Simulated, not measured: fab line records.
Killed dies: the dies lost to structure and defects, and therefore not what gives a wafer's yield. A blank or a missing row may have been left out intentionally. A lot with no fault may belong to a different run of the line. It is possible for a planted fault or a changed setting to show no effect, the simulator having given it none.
Tool commonality check / flow gf180mcu / 14 lots, 42 wafers sampled

== WHAT PROMPTED THE OPENING ==
Of 14 lots, 3 have the reading POLY_GATE_CVD_00_THK flagged at GF_POLY_GATE_THK_MEAS_01. No-fault wafers: 200.0 nm, standard deviation 1.9.
Rule: a lot is flagged when every wafer of it that has a number lies more than 4 standard deviations from that mean, or none has a number. All remaining lots are regarded as sound.

lot=L296; measured=day 9 18:40; on=film-metro-01; POLY_GATE_CVD_00_THK (nm), wafer by wafer=396.0 395.1 399.5; flag=FLAGGED
lot=L297; measured=day 10 00:22; on=film-metro-02; POLY_GATE_CVD_00_THK (nm), wafer by wafer=197.3 196.6 197.6; flag=
lot=L298; measured=day 10 05:51; on=film-metro-01; POLY_GATE_CVD_00_THK (nm), wafer by wafer=198.5 198.0 199.2; flag=
lot=L303; measured=day 11 09:43; on=film-metro-02; POLY_GATE_CVD_00_THK (nm), wafer by wafer=201.0 199.9 200.7; flag=
lot=L302; measured=day 11 13:03; on=film-metro-01; POLY_GATE_CVD_00_THK (nm), wafer by wafer=399.7 398.4 399.0; flag=FLAGGED
lot=L304; measured=day 11 21:14; on=film-metro-04; POLY_GATE_CVD_00_THK (nm), wafer by wafer=397.4 397.5 399.7; flag=FLAGGED
lot=L308; measured=day 13 00:56; on=film-metro-04; POLY_GATE_CVD_00_THK (nm), wafer by wafer=199.5 198.7 198.2; flag=
lot=L309; measured=day 13 08:34; on=film-metro-01; POLY_GATE_CVD_00_THK (nm), wafer by wafer=200.8 199.7 201.7; flag=
lot=L310; measured=day 13 11:32; on=film-metro-01; POLY_GATE_CVD_00_THK (nm), wafer by wafer=201.1 201.3 201.6; flag=
lot=L311; measured=day 14 02:02; on=film-metro-01; POLY_GATE_CVD_00_THK (nm), wafer by wafer=201.4 201.6 203.0; flag=
lot=L312; measured=day 14 06:11; on=film-metro-02; POLY_GATE_CVD_00_THK (nm), wafer by wafer=202.3 203.3 202.7; flag=
lot=L313; measured=day 14 15:28; on=film-metro-04; POLY_GATE_CVD_00_THK (nm), wafer by wafer=202.7 201.3 202.5; flag=
lot=L314; measured=day 14 23:32; on=film-metro-02; POLY_GATE_CVD_00_THK (nm), wafer by wafer=200.2 201.5 201.1; flag=
lot=L315; measured=day 15 04:09; on=film-metro-01; POLY_GATE_CVD_00_THK (nm), wafer by wafer=201.0 202.2 201.2; flag=
Averaged over the flagged lots the numbers come to 398.0 nm, +198.0 nm from the usual (+99 or more standard deviations).

== LOT BY LOT: THE TOOL USED ==
Before the reading, the record contains 2 process steps out of a 602-step route. Cell contents, in order: the tool; ch with the chambers the sampled wafers went through; the start.
lot=L296; flag=FLAGGED; GF_STI_CMP_25=cmp-01 ch 1,3, day 2 21:27; GF_POLY_GATE_CVD_00=lpcvd-01 ch 0, day 9 15:50
lot=L297; flag=; GF_STI_CMP_25=cmp-01 ch 0,2,3, day 3 04:11; GF_POLY_GATE_CVD_00=lpcvd-02 ch 0, day 9 23:02
lot=L298; flag=; GF_STI_CMP_25=cmp-01 ch 0,1,3, day 3 08:22; GF_POLY_GATE_CVD_00=lpcvd-02 ch 0, day 10 04:31
lot=L303; flag=; GF_STI_CMP_25=cmp-01 ch 0,1,3, day 4 05:43; GF_POLY_GATE_CVD_00=lpcvd-02 ch 1, day 11 08:22
lot=L302; flag=FLAGGED; GF_STI_CMP_25=cmp-01 ch 0,2,3, day 4 04:07; GF_POLY_GATE_CVD_00=lpcvd-02 ch 0, day 11 08:22
lot=L304; flag=FLAGGED; GF_STI_CMP_25=cmp-01 ch 0,2,3, day 4 12:40; GF_POLY_GATE_CVD_00=lpcvd-02 ch 0, day 11 16:34
lot=L308; flag=; GF_STI_CMP_25=cmp-01 ch 0,1,3, day 5 09:51; GF_POLY_GATE_CVD_00=lpcvd-02 ch 0, day 12 23:37
lot=L309; flag=; GF_STI_CMP_25=cmp-01 ch 0,1,2, day 5 16:01; GF_POLY_GATE_CVD_00=lpcvd-01 ch 0, day 13 07:14
lot=L310; flag=; GF_STI_CMP_25=cmp-02 ch 2,3, day 5 19:03; GF_POLY_GATE_CVD_00=lpcvd-02 ch 1, day 13 10:12
lot=L311; flag=; GF_STI_CMP_25=cmp-01 ch 1,2,3, day 6 02:35; GF_POLY_GATE_CVD_00=lpcvd-01 ch 0, day 14 00:41
lot=L312; flag=; GF_STI_CMP_25=cmp-02 ch 0,1,2, day 6 06:36; GF_POLY_GATE_CVD_00=lpcvd-02 ch 1, day 14 04:50
lot=L313; flag=; GF_STI_CMP_25=cmp-02 ch 0,1,3, day 6 13:26; GF_POLY_GATE_CVD_00=lpcvd-01 ch 0, day 14 14:08
lot=L314; flag=; GF_STI_CMP_25=cmp-02 ch 0,1, day 6 16:57; GF_POLY_GATE_CVD_00=lpcvd-02 ch 0, day 14 22:11
lot=L315; flag=; GF_STI_CMP_25=cmp-01 ch 2,3, day 6 23:29; GF_POLY_GATE_CVD_00=lpcvd-01 ch 1, day 15 02:48
These steps, and what they do:
- GF_STI_CMP_25: polishes, stops on Si3N4, t overpolish 33 s, target thk 524.6 nm.
- GF_POLY_GATE_CVD_00: deposits poly-Si, target thk 200 nm, time 1200 s.
- GF_POLY_GATE_THK_MEAS_01

== FLAGGED OVER TOTAL, TOOL BY TOOL (the gauges that took the reading come last) ==
step=GF_STI_CMP_25; tool=cmp-01; lots run=10; flagged=3; share of the flagged lots=all; sound lots run after its first flagged lot=7 (L297,L298,L303,L308,L309,L311,L315)
step=GF_STI_CMP_25; tool=cmp-02; lots run=4; flagged=0; share of the flagged lots=none; sound lots run after its first flagged lot=-
step=GF_POLY_GATE_CVD_00; tool=lpcvd-01; lots run=5; flagged=1; share of the flagged lots=some; sound lots run after its first flagged lot=4 (L309,L311,L313,L315)
step=GF_POLY_GATE_CVD_00; tool=lpcvd-02; lots run=9; flagged=2; share of the flagged lots=some; sound lots run after its first flagged lot=4 (L308,L310,L312,L314)
step=GF_POLY_GATE_THK_MEAS_01; tool=film-metro-01; lots run=7; flagged=2; share of the flagged lots=some; sound lots run after its first flagged lot=5 (L298,L309,L310,L311,L315)
step=GF_POLY_GATE_THK_MEAS_01; tool=film-metro-02; lots run=4; flagged=0; share of the flagged lots=none; sound lots run after its first flagged lot=-
step=GF_POLY_GATE_THK_MEAS_01; tool=film-metro-04; lots run=3; flagged=1; share of the flagged lots=some; sound lots run after its first flagged lot=2 (L308,L313)

== WHAT THE TABLE ALLOWS ==
Rows of the table that ran each flagged lot: 1, that is cmp-01 at GF_STI_CMP_25.
- cmp-01 at GF_STI_CMP_25 ran 10 lots, 3 of them flagged. After the first flagged lot (L297, L298, L303, L308, L309, L311, L315), sound lots still ran on it; a lasting fault on the whole tool would not permit that.
Every row of the table either missed a flagged lot or ran a sound lot after the first.

== WHAT THE SIMULATOR HAD PUT IN ==
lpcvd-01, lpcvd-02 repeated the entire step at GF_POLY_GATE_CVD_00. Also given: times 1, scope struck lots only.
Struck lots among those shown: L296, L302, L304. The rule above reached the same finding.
